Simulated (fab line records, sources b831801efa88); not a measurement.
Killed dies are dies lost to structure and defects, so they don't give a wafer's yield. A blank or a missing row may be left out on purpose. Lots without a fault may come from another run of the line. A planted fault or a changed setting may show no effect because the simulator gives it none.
Which tool did it? | flow gf180mcu | 11 lots, 33 wafers sampled, at 6 steps of a route of 602

WHAT THE GAUGES READ, wafer by wafer
GF_DUAL_GATE_OVL_MEAS_11. Usual: DUAL_GATE_OVL 1.0 nm, standard deviation 1.2.
lot  | measured     | on         | DUAL_GATE_OVL (nm) | flag
L413 | day 8 10:57  | overlay-02 | 1.5 1.2 0.0        |
L414 | day 8 18:08  | overlay-01 | 1.9 2.3 0.5        |
L415 | day 8 20:54  | overlay-01 | 0.9 1.8 0.9        |
L416 | day 9 05:13  | overlay-02 | 1.5 2.2 1.9        |
L417 | day 9 12:56  | overlay-02 | 1.3 0.6 1.9        |
L426 | day 12 02:20 | overlay-02 | 0.5 0.7 0.4        |
L429 | day 12 19:13 | overlay-01 | 0.1 -0.7 0.5       |
L430 | day 13 05:02 | overlay-01 | 1.5 0.5 0.4        |
L432 | day 13 19:25 | overlay-02 | 3.7 1.8 3.0        |
L433 | day 14 02:08 | overlay-02 | 1.4 -0.1 1.3       |
L434 | day 14 12:26 | overlay-02 | -0.3 2.4 -1.2      |

GF_HV_LDD_TW_MEAS_38. Usual: HV_LDD_3_TW 1435, standard deviation 12.
lot  | measured     | on            | HV_LDD_3_TW    | flag
L413 | day 11 19:02 | film_metro-04 | 1443 1449 1456 |
L414 | day 11 23:16 | film_metro-03 | 1425 1414 1425 |
L415 | day 12 03:22 | film_metro-03 | 1535 1533 1534 | OFF
L416 | day 12 11:27 | film_metro-01 | 1530 1537 1532 | OFF
L417 | day 12 20:22 | film_metro-04 | 1459 1449 1441 |
L426 | day 15 20:11 | film_metro-04 | 1435 1447 1446 |
L429 | day 16 14:38 | film_metro-03 | 1429 1423 1425 |
L430 | day 17 01:19 | film_metro-04 | 1444 1443 1452 |
L432 | day 17 19:59 | film_metro-01 | 1433 1430 1433 |
L433 | day 18 04:21 | film_metro-01 | 1423 1433 1430 |
L434 | day 18 13:05 | film_metro-04 | 1435 1446 1434 |

GF_HV_LDD_RS_MEAS_53: measures by four-point-probe. Usual: HV_LDD_RS 418.5 ohm/sq, standard deviation 1.
lot  | measured     | on            | HV_LDD_RS (ohm/sq) | flag
L413 | day 12 14:56 | film_metro-01 | 419.9 418.5 418.7  |
L414 | day 12 19:19 | film_metro-01 | 418.4 418.6 417.7  |
L415 | day 12 23:14 | film_metro-01 | 398.7 399.5 398.9  | OFF
L416 | day 13 06:58 | film_metro-03 | 400.5 398.9 399.7  | OFF
L417 | day 13 17:21 | film_metro-04 | 418.2 416.9 417.9  |
L426 | day 16 18:35 | film_metro-03 | 419.2 421.4 420.4  |
L429 | day 17 14:28 | film_metro-03 | 417.9 417.1 418.3  |
L430 | day 18 01:01 | film_metro-04 | 417.8 417.1 417.5  |
L432 | day 18 20:10 | film_metro-01 | 419.5 419.0 420.1  |
L433 | day 19 05:26 | film_metro-01 | 419.6 418.2 419.5  |
L434 | day 19 13:43 | film_metro-03 | 419.3 417.5 418.0  |

WHICH TOOL RAN EACH LOT (tool, then ch and the chambers of the sampled wafers, then the start)
lot  | GF_MVPSD_STRIP_10                    | GF_HV_LDD_IMPLANT_35            | GF_HV_LDD_STRIP_49
L413 | plasma_asher-02 ch 0, day 5 03:22    | implanter-01 ch 0, day 11 18:40 | plasma_asher-02 ch 0,1, day 12 14:38
L414 | plasma_asher-01 ch 0,1, day 5 11:06  | implanter-03 ch 0, day 11 22:53 | plasma_asher-01 ch 0,1, day 12 19:01
L415 | plasma_asher-02 ch 0,1, day 5 14:43  | implanter-01 ch 0, day 12 02:40 | plasma_asher-01 ch 0,1, day 12 22:56
L416 | plasma_asher-02 ch 1, day 5 19:58    | implanter-03 ch 0, day 12 10:44 | plasma_asher-04 ch 1, day 13 06:41
L417 | plasma_asher-04 ch 0,1, day 6 02:52  | implanter-03 ch 0, day 12 19:58 | plasma_asher-02 ch 0,1, day 13 17:04
L426 | plasma_asher-02 ch 0,1, day 8 07:46  | implanter-02 ch 0, day 15 19:47 | plasma_asher-02 ch 0,1, day 16 18:19
L429 | plasma_asher-01 ch 0,1, day 8 22:04  | implanter-03 ch 0, day 16 14:14 | plasma_asher-01 ch 0,1, day 17 14:11
L430 | plasma_asher-02 ch 0,1, day 9 08:00  | implanter-03 ch 0, day 17 00:55 | plasma_asher-02 ch 0,1, day 18 00:41
L432 | plasma_asher-01 ch 1, day 9 17:54    | implanter-02 ch 0, day 17 19:35 | plasma_asher-01 ch 0,1, day 18 19:53
L433 | plasma_asher-04 ch 0,1, day 10 00:15 | implanter-03 ch 0, day 18 03:59 | plasma_asher-04 ch 0,1, day 19 05:10
L434 | plasma_asher-04 ch 0,1, day 10 07:16 | implanter-01 ch 0, day 18 12:41 | plasma_asher-02 ch 0,1, day 19 13:26
- GF_MVPSD_STRIP_10: strips in O2/N2.
- GF_HV_LDD_IMPLANT_35
- GF_HV_LDD_STRIP_49: strips in O2/N2.

WHAT THE TOOLS THEMSELVES READ (means of the sampled wafers that have a number; where no wafer has one, the mark that the record gives instead)
GF_MVPSD_STRIP_10. Usual: chamber_pressure_mTorr 1500.2 mTorr, standard deviation 1.5; drypump_motor_current_A 5.5 A, standard deviation 0.62; heater_power_w 339 W, standard deviation 35; oes_product_au 0.723 a.u., standard deviation 0.0044; strip_time_to_endpoint_s 36.96 s, standard deviation 0.12.
lot  | tool            | chamber_pressure_mTorr (mTorr) | drypump_motor_current_A (A) | heater_power_w (W) | oes_product_au (a.u.) | strip_time_to_endpoint_s (s) | flag
L413 | plasma_asher-02 | 1500.1                         | 6.0                         | 375                | 0.723                 | 36.91                        |
L414 | plasma_asher-01 | 1501.4                         | 6.0                         | 322                | 0.723                 | 36.93                        |
L415 | plasma_asher-02 | 1499.1                         | 5.6                         | 376                | 0.723                 | 37.00                        |
L416 | plasma_asher-02 | 1499.9                         | 4.7                         | 367                | 0.727                 | 36.77                        |
L417 | plasma_asher-04 | 1499.8                         | 5.5                         | 290                | 0.726                 | 36.97                        |
L426 | plasma_asher-02 | 1500.0                         | 5.1                         | 365                | 0.722                 | 37.06                        |
L429 | plasma_asher-01 | 1499.4                         | 5.5                         | 329                | 0.723                 | 36.90                        |
L430 | plasma_asher-02 | 1500.3                         | 5.1                         | 368                | 0.723                 | 36.74                        |
L432 | plasma_asher-01 | 1501.4                         | 5.2                         | 336                | 0.722                 | 36.90                        |
L433 | plasma_asher-04 | 1499.0                         | 5.2                         | 311                | 0.724                 | 36.96                        |
L434 | plasma_asher-04 | 1498.8                         | 5.1                         | 308                | 0.726                 | 37.16                        |

GF_HV_LDD_IMPLANT_35. Usual: beam_on_s 9.99 s, standard deviation 0.19; end_station_pressure_torr 5.03e-06 Torr, standard deviation 2.3e-07.
lot  | tool         | beam_on_s (s) | end_station_pressure_torr (Torr) | flag
L413 | implanter-01 | 10.08         | 5.32e-06                         |
L414 | implanter-03 | 10.02         | 4.99e-06                         |
L415 | implanter-01 | 10.07         | 5.09e-06                         |
L416 | implanter-03 | 9.94          | 5.04e-06                         |
L417 | implanter-03 | 9.90          | 5.08e-06                         |
L426 | implanter-02 | 9.90          | 5.07e-06                         |
L429 | implanter-03 | 9.89          | 4.94e-06                         |
L430 | implanter-03 | 10.10         | 4.92e-06                         |
L432 | implanter-02 | 10.02         | 5.01e-06                         |
L433 | implanter-03 | 9.90          | 5.19e-06                         |
L434 | implanter-01 | 10.19         | 5.05e-06                         |

GF_HV_LDD_STRIP_49. Usual: chamber_pressure_mTorr 1500.1 mTorr, standard deviation 1.3; drypump_motor_current_A 5.5 A, standard deviation 0.64; heater_power_w 341 W, standard deviation 30; oes_product_au 0.716 a.u., standard deviation 0.0044; strip_time_to_endpoint_s 12.63 s, standard deviation 0.041.
lot  | tool            | chamber_pressure_mTorr (mTorr) | drypump_motor_current_A (A) | heater_power_w (W) | oes_product_au (a.u.) | strip_time_to_endpoint_s (s) | flag
L413 | plasma_asher-02 | 1500.5                         | 5.1                         | 367                | 0.719                 | 12.65                        |
L414 | plasma_asher-01 | 1499.4                         | 5.6                         | 327                | 0.712                 | 12.63                        |
L415 | plasma_asher-01 | 1498.7                         | 6.0                         | 329                | 0.716                 | 12.67                        |
L416 | plasma_asher-04 | 1500.2                         | 4.8                         | 330                | 0.717                 | 12.63                        |
L417 | plasma_asher-02 | 1499.7                         | 5.1                         | 371                | 0.716                 | 12.65                        |
L426 | plasma_asher-02 | 1501.0                         | 5.6                         | 375                | 0.714                 | 12.62                        |
L429 | plasma_asher-01 | 1499.9                         | 5.6                         | 328                | 0.718                 | 12.62                        |
L430 | plasma_asher-02 | 1499.2                         | 5.6                         | 376                | 0.718                 | 12.56                        |
L432 | plasma_asher-01 | 1499.3                         | 5.6                         | 333                | 0.718                 | 12.60                        |
L433 | plasma_asher-04 | 1501.2                         | 5.5                         | 289                | 0.721                 | 12.65                        |
L434 | plasma_asher-02 | 1500.0                         | 5.1                         | 378                | 0.714                 | 12.64                        |

THE ANSWER, worked out from the rows above alone
Rule: a lot is off if the mean of its wafers that have a number lies more than 3 standard deviations from the usual mean. A lot without any number at a reading at which 4 lots or more have one is off too. The other lots that the step has rows for count as sound. The gauges are gone through in route order, then the tools' own readings, and for those a lot's mean is taken as printed above. The first step at which some lot is off is used, and at that step the reading that is off furthest; a lot without a number counts as furthest.
Off: L415, L416, at GF_HV_LDD_TW_MEAS_38 (HV_LDD_3_TW).
A tool fits if, at a process step before that reading, it ran every lot that is off, and no sound lot after the first of them. The gauges at GF_HV_LDD_TW_MEAS_38 are tried like those tools. None of those tried fits.

WHAT THE SIMULATOR HAD PUT IN
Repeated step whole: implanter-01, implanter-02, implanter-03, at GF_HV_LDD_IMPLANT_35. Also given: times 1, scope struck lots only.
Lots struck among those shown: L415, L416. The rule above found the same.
